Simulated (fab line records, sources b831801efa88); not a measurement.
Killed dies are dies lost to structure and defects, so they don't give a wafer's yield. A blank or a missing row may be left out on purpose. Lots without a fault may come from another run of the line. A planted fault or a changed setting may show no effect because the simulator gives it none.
A struck lot beside a sound one | flow gf180mcu | 20 steps out of a route of 602
Sound: wafers L363.3, L363.4, L363.6. Struck: wafers L368.1, L368.3, L368.5. The cause comes at the end.
At each step with rows: each side's tool, then ch and its chambers, then its first start. Under that, the readings that differ: sound wafers | struck wafers | difference of the means | sigmas: that difference in standard deviations of wafers without a fault.
alike: readings whose means differ by less than 2 such deviations, and words and numbers that are the same on both sides. not compared: withheld readings, readings that some wafer has no value for, bounds like >300 that may hide the same value, and numbers for which the record gives no deviation and whose values overlap.
The two part at a step that has a row with sigmas, a row that says differs or no value, or rows on one side only. Numbers that don't overlap but have no deviation are shown without sigmas and don't part them. A reading that every wafer of one side lacks parts them only if that side has two wafers or more.

first, 1 step without rows for these wafers: GF_V3_CVD_00 (deposits SiO2, target thk 600 nm, time 100 s).
GF_V3_THK_MEAS_01:
  sound on film_metro-02, day 24 09:51; struck on film_metro-01, day 25 23:22
  alike: V3_CVD_00_THK
GF_V3_CVD_02: deposits SiO2 from TEOS, target thk 850 nm, time 94.851 s.
  sound on pecvd-01 ch 0,2, day 24 09:53; struck on pecvd-03 ch 0,1, day 25 23:26
  alike: heater_power_outer_w, heater_power_w
  not compared: since_wet_clean_h
GF_V3_THK_MEAS_03:
  sound on film_metro-03, day 24 09:58; struck on film_metro-02, day 25 23:29
  alike: V3_CVD_02_THK
GF_V3_CMP_04: polishes SiO2.
  sound on cmp-01 ch 1,3, day 24 10:04; struck on cmp-01 ch 0,1,3, day 25 23:36
  alike: motor_current_A, retaining_ring_pressure_frac, time_to_endpoint_s
GF_V3_BOW_MEAS_05:
  sound on film_metro-01, day 24 10:21; struck on film_metro-02, day 25 23:51
  alike: V3_BOW
then, 6 steps without rows for these wafers: GF_V3_DEHYDRATE_06 (time 60 s); GF_V3_HMDS_07 (prime time 60 s); GF_V3_COAT_08; GF_V3_COAT_09 (resist thk 1000 nm); GF_V3_SOFTBAKE_10 (time 60 s); GF_V3_EXPOSE_11 (exposes mask Via3, target cd 260 nm).
GF_V3_PEB_12: peb time 90 s.
  sound on litho_track-03 ch 0, day 25 07:54; struck on litho_track-03 ch 0, day 26 20:08
then, 1 step without rows for these wafers: GF_V3_DEVELOP_13 (develop time 60 s).
GF_V3_CD_MEAS_14: target cd 260 nm.
  sound on cd_sem-02, day 25 08:13; struck on cd_sem-02, day 26 20:29
  reading    | sound             | struck            | difference | sigmas
  cd_nm (nm) | 260.0 260.7 261.1 | 265.7 264.5 265.2 | +4.5       | +4
GF_V3_OVL_MEAS_15:
  sound on overlay-01, day 25 08:19; struck on overlay-01, day 26 20:36
  alike: V3_OVL
GF_V3_ETCH_16: etches BARC in N2/H2.
  sound on rie_diel-02 ch 1,2,3, day 25 08:20; struck on rie_diel-02 ch 1,2, day 26 20:38
  reading             | sound           | struck          | difference | sigmas
  model.V3.cd_nm (nm) | 260.9 261 261.3 | 265.7 264.6 265 | +4.0       |
  alike: bias_w, drypump_motor_current_A, oes_product_au, throttle_valve_pct
GF_V3_ETCH_17: etches SiO2 in C4F8/O2/Ar, stops on TiN, target depth 635 nm.
  sound on rie_diel-02 ch 1,2,3; struck on rie_diel-02 ch 1,2
  reading             | sound             | struck            | difference | sigmas
  model.V3.cd_nm (nm) | 260.7 261.6 260.9 | 265.4 264.2 264.5 | +3.6       |
  alike: bias_w, oes_product_au
GF_V3_STRIP_18: strips in O2/N2.
  sound on plasma_asher-03 ch 0,1, day 25 08:30; struck on plasma_asher-03 ch 0,1, day 26 20:46
  alike: drypump_motor_current_A, heater_power_w, oes_product_au
  not compared: rf_hours_counter_h
-- the record jumps here: 6 days lie between the struck wafers' starts before and after (it left off in module V3 and takes up again in module PASSIVATION, whose first step shown is number 602 of the route) --
GF_PASSIVATION_PROBE_99:
  the record has rows for the struck wafers here (prober-02, day 32 15:59) and none for the sound ones

WHERE THEY PART
First at GF_V3_CD_MEAS_14; last, within this record, at GF_PASSIVATION_PROBE_99.

WHY: what the simulator had put in
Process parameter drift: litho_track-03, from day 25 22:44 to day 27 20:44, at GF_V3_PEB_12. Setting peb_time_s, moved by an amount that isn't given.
